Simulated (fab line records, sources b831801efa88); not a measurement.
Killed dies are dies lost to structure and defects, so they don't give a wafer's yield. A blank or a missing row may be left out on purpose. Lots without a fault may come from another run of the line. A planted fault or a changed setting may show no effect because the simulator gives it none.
One fault seen from 2 desks | flow sky130 | each desk has only its own numbers; what lay behind them comes last

THE METROLOGY DESK
What the gauges read, lot by lot, whatever tool the lot ran on: means of the sampled wafers that have a number. A lot is out of limits, marked OUT, if its mean lies more than 4 standard deviations from the usual mean; the brackets give that distance.
Columns: A = cd_nm at SKY_METAL2_CD_MEAS_15, usual 139.5 nm; B = VIA2_BOW at SKY_VIA2_BOW_MEAS_03, usual 87 um
lot  | first seen here | A                | B
L601 | day 35 09:19    | 137.4            | 87
L602 | day 35 14:11    | 140.0            | 89
L603 | day 36 00:49    | 138.4            | 92
L604 | day 36 09:46    | 141.6            | 77
L605 | day 36 13:32    | 139.1            | 77
L606 | day 36 21:11    | 140.6            | 90
L608 | day 38 02:02    | 139.7            | 96
L610 | day 38 12:07    | 145.2 (+4.1) OUT | 92
L614 | day 39 13:46    | 138.7            | 79
L620 | day 41 12:26    | 140.5            | 80
L621 | day 42 02:10    | 138.9            | 91
L623 | day 42 12:22    | 138.8            | 93
This desk's finding: out of limits on L610; first on L610, day 38 12:07 (cd_nm at SKY_METAL2_CD_MEAS_15). In limits: L601, L602, L603, L604, L605, L606, L608, L614, L620, L621, L623.

THE TOOL OWNER'S DESK: krf_scanner-01
The tool's own readings at SKY_METAL2_EXPOSE_12 (exposes mask MM2, target cd 140 nm): means of the sampled wafers that have a number, for each lot that ran on this tool. A lot is out of limits, marked OUT, if its mean lies more than 4 standard deviations from the usual mean; the brackets give that distance.
Columns: A = exposure_dose_mJ_cm2 at SKY_METAL2_EXPOSE_12, usual 28.22
lot  | first seen here | A
L601 | day 34 20:11    | 27.93
L603 | day 35 11:44    | 27.94
L604 | day 35 20:10    | 27.90
L606 | day 36 08:46    | 27.91
L610 | day 37 22:58    | 27.32
This desk's finding: nothing out of limits on any of the 5 lots.

PUT TOGETHER
The metrology desk could have raised an alarm at day 38 12:07, on L610.
The tool owner's desk saw nothing out of limits.
The tool owner's desk has L610 on record, within its limits.
Of the lots named, all ran SKY_METAL2_EXPOSE_12 on krf_scanner-01.

WHAT THE SIMULATOR HAD PUT IN
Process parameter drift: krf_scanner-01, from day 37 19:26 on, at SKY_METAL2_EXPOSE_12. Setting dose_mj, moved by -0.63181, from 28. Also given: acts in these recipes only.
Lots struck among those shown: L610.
Hours from the fault's start to each desk's first reading out of limits: the metrology desk, 17.
